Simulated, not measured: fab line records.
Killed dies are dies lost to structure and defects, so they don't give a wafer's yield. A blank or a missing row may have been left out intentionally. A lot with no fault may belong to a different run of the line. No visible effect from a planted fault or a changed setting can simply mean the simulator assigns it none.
Problem report, 8D (eight disciplines) form, completed by code | flow sky130 | the parts of the form that need people (team, actions taken, sign-off) are left out

## 1. WHAT IS WRONG
LDD_HVN_OVL at SKY_LDD_HVN_OVL_MEAS_07 reads a mean of 55.3 nm on 9 wafers of 3 lots; wafers without a fault read -1.0 nm with a standard deviation of 1.3. Measured from the usual mean, that is +43 standard deviations.
First observed at day 25 07:02: wafer L931.2, on overlay-01. The record holds 36 wafers of 12 lots with a number at this step. By rule, "out" or "out of limits" means more than 4 standard deviations away from the usual mean. The other wafers with a number count as sound.

## 2. WHAT IT IS; WHAT IT IS NOT
question                    | is                     | is not
which readings at this step | LDD_HVN_OVL            | -
which lots                  | L931, L932, L934       | L918, L920, L921, L922, L927, L929, L930, L939, L940
which wafers of those lots  | all that have a number | -
read on which gauges        | overlay-01, overlay-02 | -
when                        | from day 25 07:02      | up to then (21 sound wafers); but 6 sound wafers of L939, L940 came after

## 3. THE SUSPECTS, EACH WITH WHAT RULES IT OUT
Counting: a tool at any process step up to the reading remains a suspect when it ran all the lots that are out and ran no sound lot after the first of those.
- the gauge at SKY_LDD_HVN_OVL_MEAS_07 is ruled out. The wafers that are out were read on 2 gauges (overlay-01, overlay-02).
- iline_stepper-02 at SKY_LDD_HVN_EXPOSE_04 (exposes mask HVNTM, target cd 700 nm): kept. Every lot that is out went through it, starting with L931 (day 24 16:26), and after that it ran no sound lot; the last sound lot it ran before then is L930 (day 24 06:32).
Left after counting: iline_stepper-02 at SKY_LDD_HVN_EXPOSE_04.

## 4. THE CAUSE (what the simulator had put in)
Scanner matching overlay: iline_stepper-02, from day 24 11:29 on, at SKY_LDD_HVN_EXPOSE_04. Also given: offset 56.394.
This tool alone remained once counting was done.

## 5. SEQUENCE OF EFFECTS, ordered by route
One row per reading whose mean, taken over the struck wafers that have a number, lies over 3 standard deviations from the usual. Readings are gone through only where the record gives a usual standard deviation; hours: the median, over the lots, of the time from a lot's start at the first step in this table giving one to that lot's start at this step; sigmas: the change measured in usual standard deviations.
hours | step                    | reading     | usual   | on struck wafers | change | sigmas
0     | SKY_LDD_HVN_OVL_MEAS_07 | LDD_HVN_OVL | -1.0 nm | 55.3             | +56.3  | +43
Later steps that measure or inspect, where all struck wafers having a row at the step show a number for every such reading and not one has moved that far: SKY_LDD_LDN_OVL_MEAS_07.

## 6. WHAT WOULD HAVE CAUGHT IT SOONER
Counted from the fault's start at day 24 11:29, it took 20 hours until the first out-of-limits reading at a measuring or inspecting step in this record, taken at day 25 07:02.
No tool reading at SKY_LDD_HVN_EXPOSE_04 that has a usual standard deviation in the record was out on any struck wafer, so an alarm limit of 4 standard deviations on those readings would not have fired.
Among the 3 lots that are out, L934 began SKY_LDD_HVN_EXPOSE_04 on iline_stepper-02 after day 25 07:02. A tool hold placed at that time would have kept it from harm.
